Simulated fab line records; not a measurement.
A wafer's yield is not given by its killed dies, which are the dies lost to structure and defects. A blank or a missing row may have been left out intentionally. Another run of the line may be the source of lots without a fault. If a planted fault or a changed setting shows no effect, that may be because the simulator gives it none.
Which tool is to blame?	flow gf180mcu	36 wafers sampled from 12 lots at 1 step of a route of 602

## WHAT THE GAUGES READ, wafer by wafer
GF_V5_OVL_MEAS_15.
lot	measured	on	V5_OVL (nm)
L075	day 29 20:02	overlay-02	1 1 5
L077	day 30 08:41	overlay-01	-5 -11 -3
L079	day 30 21:59	overlay-02	9 8 4
L081	day 31 08:52	overlay-02	0 -5 -6
L083	day 32 00:05	overlay-02	14 11 7
L085	day 32 14:44	overlay-02	-9 -6 3
L087	day 32 23:14	overlay-01	-15 -3 -6
L089	day 33 11:05	overlay-01	5 3 7
L091	day 33 23:48	overlay-02	0 5 0
L093	day 34 08:47	overlay-02	-1 -8 7
L095	day 34 18:53	overlay-02	-5 0 18
L097	day 35 04:10	overlay-01	11 -3 11

## EACH LOT AND THE TOOL THAT RAN IT (in order: tool; ch and the chambers of the sampled wafers; start)
The record shows no process step preceding these readings.

## THE ANSWER, worked out from the rows above alone
Rule: usual is defined by the lots themselves. The widest of any qualifying gaps counts: lots, ordered by their means at a reading, are off when they make up no more than a third of the lots, leave a main group of 4 or more, and stand apart from it by 3 or more times the standard deviation of that group's means. Not used: any main group whose means are identical at the precision the tables above print for the reading. A lot without any number at a reading at which 4 lots or more have one is off too. The other lots that the step has rows for count as sound.
Across all readings shown, no lot is off: no conclusion can be drawn from this.

## WHAT WAS PUT IN BY THE SIMULATOR
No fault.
